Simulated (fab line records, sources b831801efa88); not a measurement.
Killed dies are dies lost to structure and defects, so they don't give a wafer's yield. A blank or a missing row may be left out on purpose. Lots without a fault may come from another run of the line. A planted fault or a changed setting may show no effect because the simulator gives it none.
Which tool did it? | flow sky130 | 12 lots, 34 wafers sampled, at 5 steps of a route of 708

WHAT THE GAUGES READ, wafer by wafer
SKY_VIA1_OVL_MEAS_13.
lot  | measured     | on         | VIA1_OVL (nm)
L582 | day 34 00:04 | overlay-01 | -6 -13 -7
L583 | day 34 02:07 | overlay-02 | 1 -1 10
L584 | day 34 18:52 | overlay-01 | 2 -3 -6
L585 | day 34 23:04 | overlay-01 | -5 -6 -7
L586 | day 35 08:39 | overlay-01 | -4 5 9
L588 | day 36 01:43 | overlay-01 | 4 6 3
L593 | day 37 09:46 | overlay-01 | 6 10 8
L595 | day 38 12:16 | overlay-01 | -6 -3 -4
L598 | day 39 01:16 | overlay-02 | -2 0
L599 | day 39 10:46 | overlay-01 | 3 0
L604 | day 40 21:46 | overlay-01 | 4 -4 5
L605 | day 41 08:07 | overlay-01 | 7 0 10

WHICH TOOL RAN EACH LOT (tool, then ch and the chambers of the sampled wafers, then the start)
lot  | SKY_FIELD_ISO_ETCH_14             | SKY_FIELD_ISO_STRIP_16              | SKY_LI_CONTACT_SPUTTER_19    | SKY_METAL1_STRIP_20
L582 | rie_diel-01 ch 2,3, day 2 05:16   | plasma_asher-03 ch 0,1, day 2 05:22 | pvd_sputter-02, day 29 04:14 | plasma_asher-02 ch 0,1, day 32 20:17
L583 | rie_diel-04 ch 0,2,3, day 2 10:55 | plasma_asher-01 ch 0,1, day 2 11:04 | pvd_sputter-01, day 29 07:43 | plasma_asher-03 ch 0,1, day 32 22:46
L584 | rie_diel-03 ch 0,3, day 2 16:55   | plasma_asher-03 ch 0,1, day 2 17:04 | pvd_sputter-01, day 30 00:29 | plasma_asher-02 ch 0,1, day 33 15:44
L585 | rie_diel-03 ch 0,3, day 2 20:58   | plasma_asher-04 ch 1, day 2 21:04   | pvd_sputter-01, day 30 03:57 | plasma_asher-02 ch 1, day 33 19:17
L586 | rie_diel-03 ch 1,2,3, day 3 02:54 | plasma_asher-04 ch 0,1, day 3 03:00 | pvd_sputter-01, day 30 14:49 | plasma_asher-04 ch 0,1, day 34 05:17
L588 | rie_diel-03 ch 0,1,2, day 3 11:52 | plasma_asher-04 ch 0,1, day 3 11:58 | pvd_sputter-01, day 31 09:07 | plasma_asher-03 ch 0,1, day 34 22:44
L593 | rie_diel-04 ch 1,2,3, day 4 13:09 | plasma_asher-04 ch 0, day 4 13:15   | pvd_sputter-01, day 32 19:47 | plasma_asher-02 ch 0,1, day 36 06:08
L595 | rie_diel-03 ch 0,1, day 4 23:28   | plasma_asher-04 ch 0,1, day 4 23:34 | pvd_sputter-02, day 33 23:14 | plasma_asher-03 ch 0,1, day 37 09:11
L598 | rie_diel-03 ch 2,3, day 5 15:21   | plasma_asher-03 ch 0, day 5 15:27   | pvd_sputter-02, day 34 11:55 | plasma_asher-04 ch 0,1, day 37 22:26
L599 | rie_diel-03 ch 1,3, day 5 20:37   | plasma_asher-03 ch 0,1, day 5 20:43 | pvd_sputter-04, day 34 22:23 | plasma_asher-04 ch 0,1, day 38 08:01
L604 | rie_diel-03 ch 1,2,3, day 7 03:34 | plasma_asher-03 ch 0,1, day 7 03:40 | pvd_sputter-01, day 36 11:38 | plasma_asher-03 ch 0,1, day 39 20:22
L605 | rie_diel-01 ch 0,1,3, day 7 06:28 | plasma_asher-03 ch 0,1, day 7 06:34 | pvd_sputter-01, day 36 22:35 | plasma_asher-02 ch 0,1, day 40 06:56
- SKY_FIELD_ISO_ETCH_14: etches BARC in N2/H2, stops on SiO2, time 45.9 s, target depth 60 nm.
- SKY_FIELD_ISO_STRIP_16: strips in O2/N2.
- SKY_LI_CONTACT_SPUTTER_19: material Ti, target thk 20 nm, time 106.37 s.
- SKY_METAL1_STRIP_20: strips in O2/N2.

WHAT THE TOOLS THEMSELVES READ (means of the sampled wafers that have a number; where no wafer has one, the mark that the record gives instead)
SKY_FIELD_ISO_ETCH_14.
lot  | tool        | drypump_motor_current_A (A) | oes_product_au (a.u.) | run_length_s (s) | throttle_valve_pct (%)
L582 | rie_diel-01 | 5.4                         | 0.857                 | 74.3             | 13.228
L583 | rie_diel-04 | 6.0                         | 0.857                 | 74.5             | 13.223
L584 | rie_diel-03 | 5.6                         | 0.854                 | 74.5             | 13.228
L585 | rie_diel-03 | 5.2                         | 0.856                 | 74.4             | 13.231
L586 | rie_diel-03 | 5.4                         | 0.856                 | 74.5             | 13.214
L588 | rie_diel-03 | 5.9                         | 0.857                 | 74.1             | 13.231
L593 | rie_diel-04 | 5.9                         | 0.853                 | 74.5             | 13.227
L595 | rie_diel-03 | 6.0                         | 0.857                 | 74.2             | 13.221
L598 | rie_diel-03 | 5.3                         | 0.754                 | 91.5             | 13.217
L599 | rie_diel-03 | 5.3                         | 0.653                 | 108.7            | 13.199
L604 | rie_diel-03 | 5.4                         | 0.786                 | 85.8             | 13.218
L605 | rie_diel-01 | 5.7                         | 0.851                 | 74.2             | 13.219

SKY_FIELD_ISO_STRIP_16.
lot  | tool            | drypump_motor_current_A (A) | oes_product_au (a.u.) | strip_time_to_endpoint_s (s)
L582 | plasma_asher-03 | 6.3                         | 0.375                 | 3.54
L583 | plasma_asher-01 | 5.3                         | 0.371                 | 3.52
L584 | plasma_asher-03 | 6.1                         | 0.380                 | 3.58
L585 | plasma_asher-04 | 5.1                         | 0.373                 | 3.56
L586 | plasma_asher-04 | 5.1                         | 0.382                 | 3.60
L588 | plasma_asher-04 | 5.1                         | 0.377                 | 3.56
L593 | plasma_asher-04 | 5.2                         | 0.368                 | 3.54
L595 | plasma_asher-04 | 5.2                         | 0.378                 | 3.59
L598 | plasma_asher-03 | 6.6                         | 0.373                 | 3.37
L599 | plasma_asher-03 | 6.2                         | 0.357                 | 3.15
L604 | plasma_asher-03 | 6.1                         | 0.375                 | 3.44
L605 | plasma_asher-03 | 6.1                         | 0.373                 | 3.52

SKY_LI_CONTACT_SPUTTER_19.
lot  | tool           | chamber_pressure_pa (Pa) | throttle_valve_pct (%)
L582 | pvd_sputter-02 | 5.008                    | 30.2
L583 | pvd_sputter-01 | 4.996                    | 29.7
L584 | pvd_sputter-01 | 5.009                    | 29.8
L585 | pvd_sputter-01 | 4.999                    | 29.0
L586 | pvd_sputter-01 | 5.002                    | 29.8
L588 | pvd_sputter-01 | 5.012                    | 29.7
L593 | pvd_sputter-01 | 5.006                    | 28.6
L595 | pvd_sputter-02 | 5.002                    | 28.7
L598 | pvd_sputter-02 | 4.994                    | 29.9
L599 | pvd_sputter-04 | 5.005                    | 29.6
L604 | pvd_sputter-01 | 4.997                    | 29.3
L605 | pvd_sputter-01 | 4.990                    | 30.7

SKY_METAL1_STRIP_20.
lot  | tool            | drypump_motor_current_A (A) | oes_product_au (a.u.) | strip_time_to_endpoint_s (s)
L582 | plasma_asher-02 | 6.0                         | 0.346                 | 2.71
L583 | plasma_asher-03 | 6.3                         | 0.343                 | 2.68
L584 | plasma_asher-02 | 6.0                         | 0.342                 | 2.67
L585 | plasma_asher-02 | 6.0                         | 0.343                 | 2.68
L586 | plasma_asher-04 | 5.2                         | 0.345                 | 2.72
L588 | plasma_asher-03 | 6.1                         | 0.344                 | 2.71
L593 | plasma_asher-02 | 5.9                         | 0.340                 | 2.71
L595 | plasma_asher-03 | 6.3                         | 0.342                 | 2.67
L598 | plasma_asher-04 | 5.2                         | 0.345                 | 2.69
L599 | plasma_asher-04 | 5.2                         | 0.337                 | 2.65
L604 | plasma_asher-03 | 6.3                         | 0.339                 | 2.67
L605 | plasma_asher-02 | 6.0                         | 0.346                 | 2.74

THE ANSWER, worked out from the rows above alone
Rule: what is usual is taken from the lots themselves. Put in order of their means at a reading, lots are off if they are a third of the lots or fewer, leave a main group of 4 or more, and stand apart from it by a gap of 3 or more times the standard deviation of the main group's means; of several such gaps the widest counts. A main group whose means are all the same, to the digits that the tables above print for the reading, isn't used. A lot without any number at a reading at which 4 lots or more have one is off too. The other lots that the step has rows for count as sound. The gauges are gone through in route order, then the tools' own readings, and for those a lot's mean is taken as printed above. The first step at which some lot is off is used, and at that step the reading that is off furthest; a lot without a number counts as furthest.
Off: L598, L599, L604, at SKY_FIELD_ISO_ETCH_14 (run_length_s). The main group: mean 74.4 s, standard deviation 0.15.
A tool fits if, at that step or a process step before it, it ran every lot that is off, and no sound lot after the first of them. One fits: rie_diel-03 at SKY_FIELD_ISO_ETCH_14. Its last sound lot is L595 (day 4 23:28), its first lot that is off L598 (day 5 15:21): a fault that began between those two fits.
The tool's own readings at SKY_FIELD_ISO_ETCH_14 bear it out: on the lots that are off they differ by more than 5 times the standard deviation of the sound lots' means. oes_product_au reads 0.731 a.u. there against 0.855 a.u. on the sound lots; run_length_s reads 95.3 s there against 74.4 s on the sound lots.

WHAT THE SIMULATOR HAD PUT IN
Process parameter drift: rie_diel-03, from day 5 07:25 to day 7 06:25, at SKY_FIELD_ISO_ETCH_14. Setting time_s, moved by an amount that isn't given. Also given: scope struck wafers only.
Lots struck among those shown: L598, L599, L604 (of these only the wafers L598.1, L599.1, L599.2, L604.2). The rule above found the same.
